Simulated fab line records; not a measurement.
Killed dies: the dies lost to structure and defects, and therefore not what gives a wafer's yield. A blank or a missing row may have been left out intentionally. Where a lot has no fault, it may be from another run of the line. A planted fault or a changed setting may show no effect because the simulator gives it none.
fab line records | flow gf180mcu
[record] lots = 6 wafers = 18 last_day = 33
route steps=602 shown V2@401 M3@409 V3@429
lots with no fault: from the same line, run without faults
start_h: hours from the record's first day to the start of the lot's first wafer shown | wait_h: hours since the lot's step before | " as in the row above | L1.1+2: a row that stands for several wafers | - no value, or no start was given | * or withheld: withheld | < > ~ a bound
route shown NAME@n: names a module that has steps shown in the file, with the first one's number in the route | usual: average and standard deviation across the fault-free wafers | same: alike in all rows | chamber/n: place in a boat | sites: per-site readings | _std_site: their standard deviation | _edge_site: mean of outer sites minus mean of inner sites | radius_mm: for every site, how far away it sits from the centre of the wafer | mask NAME#n: copy n | behind: the last tool/chamber to shape the wafer | hold: why the lot was held/for how many hours/how that ended | device: the n, p or np transistor that did not switch | end of line: the route-end tests of the same wafers | where a step has no rows: the recipe by itself | killed: at the first sort, the dies lost to defects and structure; wafer yield is something else | map: a wafer's dies, x killed, . not, _ none there
set.NAME: the run value of the setting; set.NAME@STEP: its run value at that earlier step | model.NAME: the simulator's own value behind a step, which no gauge read
a table for each step, a row for each wafer; lots at some steps of the route
services: from which hour (start_h, from the record's first day; less than 0 if before it) a tool's chamber was out of use, for how many hours, and why
[[steps]]
[step GF_V2_STRIP_19]
[recipe] chemistry = post_etch_residue_remover time_s = 1200 temp_c = 72.5
[step GF_V2_CLEAN_20]
[recipe] chemistry = DIW dry = n2_spin
[step GF_V2_SPUTTER_21]
[recipe] material = Ti target_thk_nm = 15 chamber_pressure_pa = 5 power_w = 2500 substrate_temp_c = 200 time_s = 80.02
[step GF_V2_SPUTTER_22]
[recipe] material = TiN target_thk_nm = 10 chamber_pressure_pa = 5 power_w = 4000 time_s = 40
[step GF_V2_CVD_23]
[recipe] material = W target_thk_nm = 350 time_s = 104.94 temp_c = 400 pressure_torr = 40
[usual] heater_power_w = 905/90 susceptor_temp_C = 400.02/0.24
[same] time_s = 104.94
// columns lot.wafer tool chamber start_h wait_h heater_power_w susceptor_temp_C
L671.1 cvd_w-02 0 473.19 0.0 1029 400.04
L671.2 " 1 " " 841 399.99
L671.4 " 0 " " 1020 399.91
L678.1 cvd_w-01 1 528.14 0.0 954 399.47
L678.2 " 0 " " 824 400.45
L678.5 " 0 " " 800 399.87
L677.1 cvd_w-02 0 528.17 0.0 1047 400.11
L677.2 " 1 " " 782 400.04
L677.4 " 0 " " 1041 399.97
L687.1 cvd_w-01 0 602.48 0.0 821 400.36
L687.5 " 1 " " 935 399.84
L687.6 " 0 " " 823 400.10
L688.1 cvd_w-02 0 610.10 0.0 1063 400.00
L688.2 " 1 " " 829 399.92
L688.6 " 0 " " 1043 399.98
L689.1 cvd_w-02 1 613.35 0.0 847 400.04
L689.3 " 0 " " 1008 399.73
L689.4 " 1 " " 843 400.08
[step GF_V2_RS_MEAS_24]
[recipe] thk_meas_gauge = four-point-probe reads = W_of_V2_CVD_23+TiN_of_V2_SPUTTER_22+Ti_of_V2_SPUTTER_21
[usual] V2_W_RS = 0.328/0.0045
// columns lot.wafer tool chamber start_h wait_h V2_W_RS[ohm/sq]
L671.1 film_metro-04 - 473.30 0.1 0.335
L671.2 " - " " 0.325
L671.4 " - " " 0.331
L678.1 film_metro-01 - 528.26 0.1 0.330
L678.2 " - " " 0.331
L678.5 " - " " 0.329
L677.1 film_metro-04 - 528.28 0.1 0.326
L677.2 " - " " 0.321
L677.4 " - " " 0.327
L687.1 film_metro-01 - 602.59 0.1 0.329
L687.5 " - " " 0.331
L687.6 " - " " 0.322
L688.1 film_metro-01 - 610.21 0.1 0.332
L688.2 " - " " 0.319
L688.6 " - " " 0.333
L689.1 film_metro-02 - 613.46 0.1 0.322
L689.3 " - " " 0.333
L689.4 " - " " 0.323
[step GF_V2_THK_MEAS_25]
[recipe] thk_meas_gauge = xrf reads = W_of_V2_CVD_23
[usual] V2_W_THK = 335/5.4
// columns lot.wafer tool chamber start_h wait_h V2_W_THK[nm]
L671.1 film_metro-04 - 473.42 0.1 325
L671.2 " - " " 336
L671.4 " - " " 331
L678.1 film_metro-01 - 528.38 0.1 329
L678.2 " - " " 328
L678.5 " - " " 331
L677.1 film_metro-04 - 528.40 0.1 336
L677.2 " - " " 342
L677.4 " - " " 336
L687.1 film_metro-01 - 602.71 0.1 336
L687.5 " - " " 330
L687.6 " - " " 338
L688.1 film_metro-01 - 610.33 0.1 330
L688.2 " - " " 343
L688.6 " - " " 330
L689.1 film_metro-02 - 613.58 0.1 347
L689.3 " - " " 335
L689.4 " - " " 343
[step GF_V2_CMP_26]
[recipe] stop_on = SiO2 down_force_psi = 3.5 platen_rpm = 60 t_overpolish_s = 15 target_thk_nm = 0 pad_velocity_m_s = 0.94248
[step GF_M3_SPUTTER_00]
[recipe] material = Ti target_thk_nm = 37.5 arriving_ion_energy_ev = 80 substrate_temp_c = 200 chamber_pressure_pa = 2 power_w = 4000 time_s = 150
[usual] throttle_valve_pct = 29.9/1.2
[same] time_s = 150
// columns lot.wafer tool chamber start_h wait_h throttle_valve_pct
L671.1 pvd_sputter-01 - 473.78 0.1 30.7
L671.2 " - " " 30.4
L671.4 " - " " 29.1
L678.1 pvd_sputter-03 - 528.74 0.2 30.8
L678.2 " - " " 30.1
L678.5 " - " " 30.2
L677.1 pvd_sputter-04 - 528.76 0.2 30.2
L677.2 " - " " 28.6
L677.4 " - " " 30.7
L687.1 pvd_sputter-01 - 603.07 0.1 30.8
L687.5 " - " " 30.6
L687.6 " - " " 30.8
L688.1 pvd_sputter-04 - 610.80 0.2 30.2
L688.2 " - " " 30.7
L688.6 " - " " 30.7
L689.1 pvd_sputter-04 - 613.94 0.1 27.7
L689.3 " - " " 28.9
L689.4 " - " " 30.2
[step GF_M3_SPUTTER_01]
[recipe] material = TiN target_thk_nm = 30 power_w = 6500 time_s = 25 chamber_pressure_pa = 0.4
[usual] throttle_valve_pct = 29.9/1.2
[same] time_s = 25
// columns lot.wafer tool chamber start_h wait_h throttle_valve_pct
L671.1 pvd_sputter-01 - 473.88 0.1 30.8
L671.2 " - " " 30.2
L671.4 " - " " 28.7
L678.1 pvd_sputter-03 - 528.84 0.1 30.5
L678.2 " - " " 30.3
L678.5 " - " " 30.3
L677.1 pvd_sputter-04 - 528.86 0.1 30.3
L677.2 " - " " 28.9
L677.4 " - " " 31.0
L687.1 pvd_sputter-01 - 603.17 0.1 30.8
L687.5 " - " " 30.7
L687.6 " - " " 31.2
L688.1 pvd_sputter-04 - 610.90 0.1 30.0
L688.2 " - " " 30.8
L688.6 " - " " 30.9
L689.1 pvd_sputter-04 - 614.04 0.1 27.7
L689.3 " - " " 28.9
L689.4 " - " " 30.3
[step GF_M3_SPUTTER_02]
[recipe] material = AlCu target_thk_nm = 450 power_w = 10600 time_s = 23.9 chamber_pressure_pa = 0.4
[step GF_M3_SPUTTER_03]
[recipe] material = Ti target_thk_nm = 10 substrate_temp_c = 300 chamber_pressure_pa = 0.3 power_w = 3000 time_s = 6.7
[step GF_M3_SPUTTER_04]
[recipe] material = TiN target_thk_nm = 50 power_w = 6500 time_s = 41.7 chamber_pressure_pa = 0.4
[usual] throttle_valve_pct = 29.9/1.2
// columns lot.wafer tool chamber start_h wait_h throttle_valve_pct model.TiN_of_M3_SPUTTER_04.thk_nm
L671.1 pvd_sputter-01 - 473.96 0.0 30.9 50.49
L671.2 " - " " 30.2 50.65
L671.4 " - " " 29.0 50.08
L678.1 pvd_sputter-03 - 528.92 0.0 30.8 49.44
L678.2 " - " " 30.6 49.27
L678.5 " - " " 30.1 49.18
L677.1 pvd_sputter-04 - 528.94 0.0 30.0 49.93
L677.2 " - " " 28.8 49.88
L677.4 " - " " 30.8 49.72
L687.1 pvd_sputter-01 - 603.25 0.0 31.0 48.96
L687.5 " - " " 30.8 49.11
L687.6 " - " " 31.0 48.67
L688.1 pvd_sputter-04 - 610.98 0.0 29.9 57.46
L688.2 " - " " 30.8 57.59
L688.6 " - " " 30.6 57.26
L689.1 pvd_sputter-04 - 614.12 0.0 27.6 57.18
L689.3 " - " " 28.9 57.66
L689.4 " - " " 30.0 57.67
[step GF_M3_RS_MEAS_05]
[recipe] thk_meas_gauge = four-point-probe reads = TiN_of_M3_SPUTTER_04+Ti_of_M3_SPUTTER_03+AlCu_of_M3_SPUTTER_02+TiN_of_M3_SPUTTER_01+Ti_of_M3_SPUTTER_00
[usual] M3_ALCU_RS = 0.0694/0.00095
// columns lot.wafer tool chamber start_h wait_h M3_ALCU_RS[ohm/sq]
L671.1 film_metro-03 - 474.00 0.0 0.0700
L671.2 " - " " 0.0711
L671.4 " - " " 0.0702
L678.1 film_metro-03 - 528.96 0.0 0.0700
L678.2 " - " " 0.0695
L678.5 " - " " 0.0692
L677.1 film_metro-04 - 528.98 0.0 0.0682
L677.2 " - " " 0.0698
L677.4 " - " " 0.0700
L687.1 film_metro-03 - 603.29 0.0 0.0696
L687.5 " - " " 0.0695
L687.6 " - " " 0.0694
L688.1 film_metro-04 - 611.02 0.0 0.0682
L688.2 " - " " 0.0697
L688.6 " - " " 0.0699
L689.1 film_metro-02 - 614.16 0.0 0.0693
L689.3 " - " " 0.0697
L689.4 " - " " 0.0682
[step GF_M3_THK_MEAS_06]
[recipe] thk_meas_gauge = xrf reads = AlCu_of_M3_SPUTTER_02
[usual] M3_ALCU_THK = 453/7
// columns lot.wafer tool chamber start_h wait_h M3_ALCU_THK[nm]
L671.1 film_metro-03 - 474.12 0.1 444
L671.2 " - " " 438
L671.4 " - " " 443
L678.1 film_metro-03 - 529.08 0.1 447
L678.2 " - " " 451
L678.5 " - " " 454
L677.1 film_metro-04 - 529.10 0.1 458
L677.2 " - " " 450
L677.4 " - " " 451
L687.1 film_metro-03 - 603.41 0.1 448
L687.5 " - " " 447
L687.6 " - " " 448
L688.1 film_metro-04 - 611.14 0.1 453
L688.2 " - " " 445
L688.6 " - " " 441
L689.1 film_metro-02 - 614.28 0.1 451
L689.3 " - " " 447
L689.4 " - " " 458
[step GF_M3_DEHYDRATE_07]
[recipe] temp_c = 200 time_s = 60
[step GF_M3_HMDS_08]
[recipe] prime_time_s = 60 prime_temp_c = 120
[step GF_M3_COAT_09]
[recipe] resist = KrF spin_rpm = withheld resist_thk_nm = 1000
[step GF_M3_SOFTBAKE_10]
[recipe] temp_c = 130 time_s = 60 resist = KrF
[step GF_M3_EXPOSE_11]
[recipe] mask_id = Metal3 target_cd_nm = 280 na = 0.68 source_shape = conventional sigma_outer = 0.6 dose_mj = 28
[step GF_M3_PEB_12]
[recipe] peb_temp_c = 135 peb_time_s = 90 resist = KrF
[step GF_M3_DEVELOP_13]
[recipe] develop_time_s = 60 dev_temp_c = 21
[step GF_M3_CD_MEAS_14]
[recipe] target_cd_nm = 280
[usual] cd_nm = 280.2/1.4
// columns lot.wafer tool chamber start_h wait_h cd_nm
L671.1 cd_sem-02 - 497.47 0.1 277.5
L671.2 " - " " 276.6
L671.4 " - " " 277.4
L678.1 cd_sem-02 - 551.12 0.1 279.0
L678.2 " - " " 279.9
L678.5 " - " " 280.2
L677.1 cd_sem-01 - 551.46 0.1 279.4
L677.2 " - " " 278.8
L677.4 " - " " 279.3
L687.1 cd_sem-01 - 624.27 0.1 281.1
L687.5 " - " " 281.0
L687.6 " - " " 281.4
L688.1 cd_sem-01 - 631.81 0.1 278.6
L688.2 " - " " 277.9
L688.6 " - " " 278.8
L689.1 cd_sem-02 - 634.02 0.1 282.0
L689.3 " - " " 282.9
L689.4 " - " " 281.0
[step GF_M3_OVL_MEAS_15]
[usual] M3_OVL = 4/5
// columns lot.wafer tool chamber start_h wait_h M3_OVL[nm]
L671.1 overlay-02 - 497.59 0.1 -5
L671.2 " - " " 4
L671.4 " - " " 0
L678.1 overlay-01 - 551.24 0.1 9
L678.2 " - " " 5
L678.5 " - " " 2
L677.1 overlay-01 - 551.58 0.1 4
L677.2 " - " " 0
L677.4 " - " " 2
L687.1 overlay-02 - 624.39 0.1 4
L687.5 " - " " 13
L687.6 " - " " 4
L688.1 overlay-01 - 631.93 0.1 3
L688.2 " - " " -1
L688.6 " - " " -2
L689.1 overlay-01 - 634.14 0.1 1
L689.3 " - " " 1
L689.4 " - " " -7
[step GF_M3_METAL_ETCH_16]
[recipe] chemistry = Cl2/BCl3 mask_material = KrF target_depth_nm = 750.8 stop_on = SiO2 pressure_mtorr = 8 icp_w = 800 bias_w = 140 Cl2_flow_sccm = 80 bcl3_flow_sccm = 40 time_s = 125.1
[usual] drypump_motor_current_A = 6.0/0.35 he_backside_leak_sccm = 3.30/0.24 oes_product_au = 0.992/0.0054 throttle_valve_pct = 28.228/0.009
[same] time_s = 125.1
// columns lot.wafer tool chamber start_h wait_h drypump_motor_current_A he_backside_leak_sccm oes_product_au rf_hours_counter_h throttle_valve_pct
L671.1 rie_metal-02 0 497.63 0.0 6.2 3.06 0.996 10 28.232
L671.2 " 1 " " 5.9 3.40 0.982 9 28.249
L671.4 " 1 " " 5.8 3.58 0.976 - 28.225
L678.1 rie_metal-04 1 551.28 0.0 5.5 3.19 0.992 5 28.212
L678.2 " 0 " " 6.6 3.08 0.989 12 28.241
L678.5 " 1 " " 5.5 3.27 0.991 - 28.222
L677.1 rie_metal-03 0 551.62 0.0 5.8 3.41 0.996 9 28.240
L677.2 " 1 " " 6.1 2.94 0.995 1 28.227
L677.4 " 1 " " 6.1 3.28 0.995 - 28.225
L687.1 rie_metal-02 1 624.43 0.0 5.8 3.78 0.993 13 28.241
L687.5 " 1 " " 5.8 3.57 0.987 - 28.241
L687.6 " 0 " " 6.2 3.01 0.995 - 28.228
L688.1 rie_metal-04 1 631.97 0.0 5.5 3.17 0.995 8 28.223
L688.2 " 0 " " 6.6 3.08 0.992 14 28.217
L688.6 " 0 " " 6.6 3.16 0.993 - 28.237
L689.1 rie_metal-02 0 634.18 0.0 6.2 2.94 0.993 14 28.213
L689.3 " 1 " " 5.8 3.53 0.997 - 28.222
L689.4 " 0 " " 6.2 3.07 0.993 - 28.228
[step GF_M3_STRIP_17]
[recipe] chemistry = O2/N2 power_w = 1400 pressure_mtorr = 1500 platen_temp_c = 250 o2_flow_sccm = 3000 n2_flow_sccm = 300 overash_fraction = 0.5
[usual] drypump_motor_current_A = 5.6/0.54 heater_power_w = 321/30 oes_product_au = 0.536/0.0048 platen_temp_c = 249.99/0.18 strip_time_to_endpoint_s = 7.37/0.038
[same] overash_fraction = 0.5
// columns lot.wafer tool chamber start_h wait_h drypump_motor_current_A heater_power_w oes_product_au platen_temp_c rf_hours_counter_h strip_time_to_endpoint_s
L671.1 plasma_asher-02 0 497.76 0.1 4.9 305 0.533 249.90 70 7.36
L671.2 " 1 " " 5.9 328 0.535 249.61 70 7.32
L671.4 " 0 " " 4.9 299 0.539 249.91 - 7.32
L678.1 plasma_asher-02 1 551.41 0.1 5.9 336 0.538 250.16 75 7.39
L678.2 " 0 " " 4.9 310 0.543 249.78 75 7.38
L678.5 " 0 " " 4.9 302 0.544 249.80 - 7.43
L677.1 plasma_asher-03 0 551.75 0.1 5.5 292 0.540 250.12 45 7.37
L677.2 " 1 " " 6.6 299 0.531 250.05 45 7.30
L677.4 " 1 " " 6.6 296 0.526 250.23 - 7.27
L687.1 plasma_asher-02 1 624.56 0.1 6.0 334 0.533 250.09 83 7.37
L687.5 " 1 " " 6.0 340 0.538 249.99 - 7.40
L687.6 " 0 " " 4.9 307 0.536 250.01 - 7.35
L688.1 plasma_asher-02 1 632.10 0.1 6.0 338 0.536 249.88 84 7.30
L688.2 " 0 " " 4.9 306 0.528 250.29 84 7.38
L688.6 " 1 " " 6.0 331 0.530 249.87 - 7.38
L689.1 plasma_asher-02 1 634.31 0.1 6.0 332 0.538 250.06 84 7.34
L689.3 " 1 " " 6.0 320 0.530 250.03 - 7.37
L689.4 " 0 " " 4.9 302 0.536 249.82 - 7.33
[step GF_M3_STRIP_18]
[recipe] chemistry = post_etch_residue_remover time_s = 1200 temp_c = 72.5
[step GF_M3_CLEAN_19]
[recipe] chemistry = DIW dry = n2_spin
[step GF_V3_CVD_00]
[recipe] material = SiO2 target_thk_nm = 600 sigma_open_frac = 0.3 temp_c = 400 time_s = 100 sih4_flow_sccm = 60 pressure_mtorr = 6
[step GF_V3_THK_MEAS_01]
[recipe] reads = SiO2_of_V3_CVD_00
[usual] V3_CVD_00_THK = 597/7.8
// columns lot.wafer tool chamber start_h wait_h V3_CVD_00_THK[nm]
L671.1 film_metro-01 - 498.64 0.0 607
L671.2 " - " " 586
L671.4 " - " " 602
L678.1 film_metro-04 - 552.10 0.0 586
L678.2 " - " " 599
L678.5 " - " " 595
L677.1 film_metro-03 - 552.35 0.0 579
L677.2 " - " " 589
L677.4 " - " " 594
L687.1 film_metro-03 - 625.24 0.0 602
L687.5 " - " " 601
L687.6 " - " " 615
L688.1 film_metro-03 - 632.70 0.0 604
L688.2 " - " " 593
L688.6 " - " " 598
L689.1 film_metro-03 - 634.92 0.0 588
L689.3 " - " " 611
L689.4 " - " " 593
[step GF_V3_CVD_02]
[recipe] material = SiO2 target_thk_nm = 850 precursor = TEOS temp_c = 400 time_s = 94.851 rf_w = 600
[step GF_V3_THK_MEAS_03]
[recipe] reads = SiO2_of_V3_CVD_02
[usual] V3_CVD_02_THK = 846/12
// columns lot.wafer tool chamber start_h wait_h V3_CVD_02_THK[nm]
L671.1 film_metro-01 - 498.77 0.0 821
L671.2 " - " " 862
L671.4 " - " " 868
L678.1 film_metro-01 - 552.23 0.0 829
L678.2 " - " " 844
L678.5 " - " " 859
L677.1 film_metro-04 - 552.48 0.0 841
L677.2 " - " " 827
L677.4 " - " " 839
L687.1 film_metro-04 - 625.37 0.0 824
L687.5 " - " " 846
L687.6 " - " " 858
L688.1 film_metro-04 - 632.83 0.0 824
L688.2 " - " " 857
L688.6 " - " " 856
L689.1 film_metro-01 - 635.05 0.0 831
L689.3 " - " " 849
L689.4 " - " " 847
[step GF_V3_CMP_04]
[recipe] material = SiO2 down_force_psi = 4 platen_rpm = 60 pad_velocity_m_s = 0.94248
[step GF_V3_BOW_MEAS_05]
[recipe] mode = bow
[usual] V3_BOW = 117/8.4
// columns lot.wafer tool chamber start_h wait_h V3_BOW[um]
L671.1 film_metro-01 - 499.13 0.2 119
L671.2 " - " " 121
L671.4 " - " " 129
L678.1 film_metro-01 - 552.59 0.2 105
L678.2 " - " " 114
L678.5 " - " " 114
L677.1 film_metro-03 - 552.84 0.2 123
L677.2 " - " " 120
L677.4 " - " " 114
L687.1 film_metro-03 - 625.73 0.1 111
L687.5 " - " " 124
L687.6 " - " " 127
L688.1 film_metro-03 - 633.19 0.1 123
L688.2 " - " " 127
L688.6 " - " " 130
L689.1 film_metro-03 - 635.58 0.3 119
L689.3 " - " " 120
L689.4 " - " " 120
[step GF_V3_DEHYDRATE_06]
[recipe] temp_c = 200 time_s = 60
[step GF_V3_HMDS_07]
[recipe] prime_time_s = 60 prime_temp_c = 120
[step GF_V3_COAT_08]
[recipe] resist = BARC temp_c = withheld time_s = withheld spin_rpm = withheld resist_thk_nm = withheld
[step GF_V3_COAT_09]
[recipe] resist = KrF spin_rpm = withheld resist_thk_nm = 1000
[step GF_V3_SOFTBAKE_10]
[recipe] temp_c = 130 time_s = 60 resist = KrF
[step GF_V3_EXPOSE_11]
[recipe] mask_id = Via3 target_cd_nm = 260 na = 0.68 source_shape = conventional sigma_outer = 0.6 dose_mj = 38
[step GF_V3_PEB_12]
[recipe] peb_temp_c = 135 peb_time_s = 90 resist = KrF
[step GF_V3_DEVELOP_13]
[recipe] develop_time_s = 60 resist = KrF dev_temp_c = 21
[step GF_V3_STRIP_19]
[recipe] chemistry = post_etch_residue_remover time_s = 1200 temp_c = 72.5
[usual] bath_guard_temp_C = 72.5/0.42
[same] time_s = 1200
// columns lot.wafer tool chamber start_h wait_h bath_guard_temp_C model.TiN_of_M3_SPUTTER_04.thk_nm
L671.1 wet_bench-03 2 521.91 0.1 72.2 49.65
L671.2 " 2 " " 72.5 49.81
L671.4 " 2 " " 71.9 49.24
L678.1 wet_bench-03 1 574.31 0.1 72.3 48.61
L678.2 " 1 " " 72.3 48.44
L678.5 " 1 " " 72.4 48.35
L677.1 wet_bench-04 2 574.64 0.1 72.4 49.08
L677.2 " 2 " " 72.4 49.04
L677.4 " 2 " " 72.1 48.88
L687.1 wet_bench-04 0 646.31 0.1 72.2 48.12
L687.5 " 0 " " 72.6 48.28
L687.6 " 0 " " 72.4 47.83
L688.1 wet_bench-04 0 653.36 0.1 72.3 56.61
L688.2 " 0 " " 72.3 56.74
L688.6 " 0 " " 72.3 56.41
L689.1 wet_bench-04 3 655.60 0.1 72.5 56.35
L689.3 " 3 " " 72.4 56.83
L689.4 " 3 " " 72.5 56.84
[[services]]
// columns tool chamber start_h hours kind
cvd_w-02 - 453.35 2.8 pm
pvd_sputter-01 - 454.14 5.5 repair
rie_metal-02 - 456.09 1.4 pm
cvd_w-02 1 458.11 9.1 repair
plasma_asher-02 - 468.87 2.8 pm
pvd_sputter-03 - 473.51 13.0 repair
rie_metal-03 - 480.27 14.6 pm
cvd_w-02 0 480.36 10.9 repair
plasma_asher-02 - 520.92 1.9 repair
cvd_w-02 0 530.51 10.7 repair
pvd_sputter-04 2 542.43 - consumable_replace:kit
pvd_sputter-04 2 542.43 18.0 scheduled_down
pvd_sputter-04 2 542.43 18.0 vent_cycle
cvd_w-02 - 547.73 6.9 pm
pvd_sputter-03 - 548.89 1.6 repair
pvd_sputter-03 - 555.00 64.5 repair
pvd_sputter-01 1 564.09 - consumable_replace:kit
pvd_sputter-01 1 564.09 18.0 scheduled_down
pvd_sputter-01 1 564.09 18.0 vent_cycle
rie_metal-03 0 566.87 6.5 repair
pvd_sputter-04 - 568.34 9.5 repair
pvd_sputter-04 - 593.34 0.5 repair
rie_metal-04 1 643.41 27.7 repair
pvd_sputter-01 0 651.47 - consumable_replace:kit
[[key]]
first_sign none at tools or gauges
[model_effect] step = GF_M3_SPUTTER_04 value = TiN_of_M3_SPUTTER_04.thk_nm without = 49.49 struck = 57.47
[model_effect] step = GF_V3_STRIP_19 value = TiN_of_M3_SPUTTER_04.thk_nm without = 48.65 struck = 56.63
met_at GF_M3_SPUTTER_04
struck_wafers L688.1,L688.2,L688.6,L689.1,L689.3,L689.4
onset_between 528.94 610.98
also_fits time
[fault] kind = process_parameter_drift tool = pvd_sputter-04 chamber = - onset_h = 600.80 steps = GF_M3_SPUTTER_04 channel = time_s offset = * shape = step end_h = 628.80 acts_in = * stated = *
